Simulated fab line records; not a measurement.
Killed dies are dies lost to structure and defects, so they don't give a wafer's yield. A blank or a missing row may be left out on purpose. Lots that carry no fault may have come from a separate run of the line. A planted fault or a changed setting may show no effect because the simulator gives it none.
Which of the tools did it? :: flow sky130 :: 7 lots, 21 wafers sampled, at 3 steps of a route of 708

WHAT THE GAUGES READ, wafer by wafer
SKY_PWDE_TW_MEAS_10.
lot: L314
measured: day 4 01:36
on: film-metro-03
PWDE_TW: 365.7 367.9 366.2

lot: L316
measured: day 4 15:16
on: film-metro-03
PWDE_TW: 367.1 367.1 365.0

lot: L319
measured: day 5 08:20
on: film-metro-01
PWDE_TW: 371.1 370.6 371.2

lot: L321
measured: day 5 14:45
on: film-metro-03
PWDE_TW: 370.3 367.8 367.7

lot: L324
measured: day 6 14:07
on: film-metro-01
PWDE_TW: 373.4 371.7 372.7

lot: L329
measured: day 7 15:32
on: film-metro-01
PWDE_TW: 371.9 374.6 373.0

lot: L336
measured: day 9 04:10
on: film-metro-01
PWDE_TW: 369.7 369.4 369.9

EACH LOT AND THE TOOL THAT RAN IT (in order: tool; ch and the chambers of the sampled wafers; start)
lot: L314
SKY_FIELD_ISO_ETCH_17: rie-si-02 ch 0,2, day 2 08:58
SKY_PWDE_STRIP_09: plasma-asher-03 ch 0,1, day 4 01:30

lot: L316
SKY_FIELD_ISO_ETCH_17: rie-si-02 ch 0,1,3, day 2 23:33
SKY_PWDE_STRIP_09: plasma-asher-01 ch 0,1, day 4 15:10

lot: L319
SKY_FIELD_ISO_ETCH_17: rie-si-01 ch 0,3, day 3 13:48
SKY_PWDE_STRIP_09: plasma-asher-02 ch 0,1, day 5 08:13

lot: L321
SKY_FIELD_ISO_ETCH_17: rie-si-01 ch 0,3, day 3 21:57
SKY_PWDE_STRIP_09: plasma-asher-02 ch 0,1, day 5 14:39

lot: L324
SKY_FIELD_ISO_ETCH_17: rie-si-02 ch 0,1,3, day 4 15:00
SKY_PWDE_STRIP_09: plasma-asher-02 ch 0,1, day 6 14:01

lot: L329
SKY_FIELD_ISO_ETCH_17: rie-si-02 ch 0,3, day 5 15:50
SKY_PWDE_STRIP_09: plasma-asher-03 ch 0,1, day 7 15:25

lot: L336
SKY_FIELD_ISO_ETCH_17: rie-si-01 ch 0,1,3, day 7 04:16
SKY_PWDE_STRIP_09: plasma-asher-03 ch 0,1, day 9 04:04
- SKY_FIELD_ISO_ETCH_17: etches Si in HBr/Cl2/O2, target depth 342 nm, time 97.7 s.
- SKY_PWDE_STRIP_09: strips in O2/N2.

THE ANSWER, worked out from the rows above alone
Rule: what is usual is taken from the lots themselves. The widest of any qualifying gaps counts: lots, ordered by their means at a reading, are off when they make up no more than a third of the lots, leave a main group of 4 or more, and stand apart from it by 3 or more times the standard deviation of that group's means. The tables above print the reading to a certain number of digits; a main group whose means all agree to those digits is not used. A lot without any number at a reading at which 4 lots or more have one is off too. All remaining lots with rows at the step are treated as sound.
No lot is off at any reading shown: from this, nothing can be told.

WHAT THE SIMULATOR PUT IN
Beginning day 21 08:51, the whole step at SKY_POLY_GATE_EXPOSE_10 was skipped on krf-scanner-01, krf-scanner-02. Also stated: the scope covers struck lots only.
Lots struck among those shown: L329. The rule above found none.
